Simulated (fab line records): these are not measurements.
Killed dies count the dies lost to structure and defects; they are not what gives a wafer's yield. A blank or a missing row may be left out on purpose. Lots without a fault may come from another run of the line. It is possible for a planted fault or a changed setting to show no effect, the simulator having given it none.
Which tool was responsible? :: flow gf180mcu :: route of 602 steps, sampled at 1 step: 6 lots, 18 wafers

## WHAT THE GAUGES SHOWED, per wafer
GF_V2_THK_MEAS_03.
lot: L201
measured: day 19 15:02
on: film metro-01
V2_CVD_02_THK (nm): 840 850 857

lot: L204
measured: day 20 20:16
on: film metro-03
V2_CVD_02_THK (nm): 844 850 836

lot: L206
measured: day 21 19:37
on: film metro-04
V2_CVD_02_THK (nm): 839 876 860

lot: L213
measured: day 24 01:27
on: film metro-01
V2_CVD_02_THK (nm): 850 838 871

lot: L216
measured: day 24 22:21
on: film metro-04
V2_CVD_02_THK (nm): 858 846 852

lot: L219
measured: day 25 22:54
on: film metro-01
V2_CVD_02_THK (nm): 846 838 851

## TOOL THAT RAN EACH LOT (tool first, then ch and the chambers of the sampled wafers, then the start)
Record: no process step prior to these readings.

## THE ANSWER, worked out from the rows above alone
Rule: what is usual is taken from the lots themselves. Put in order of their means at a reading, lots are off if they are a third of the lots or fewer, leave a main group of 4 or more, and stand apart from it by a gap of 3 or more times the standard deviation of the main group's means; of several such gaps the widest counts. Not used: any main group whose means are identical at the precision the tables above print for the reading. A lot without any number at a reading at which 4 lots or more have one is off too. Where the step has rows for the other lots, those lots are counted as sound.
Nothing can be told from this: no lot is off at any reading shown.

## WHAT THE SIMULATOR PUT IN
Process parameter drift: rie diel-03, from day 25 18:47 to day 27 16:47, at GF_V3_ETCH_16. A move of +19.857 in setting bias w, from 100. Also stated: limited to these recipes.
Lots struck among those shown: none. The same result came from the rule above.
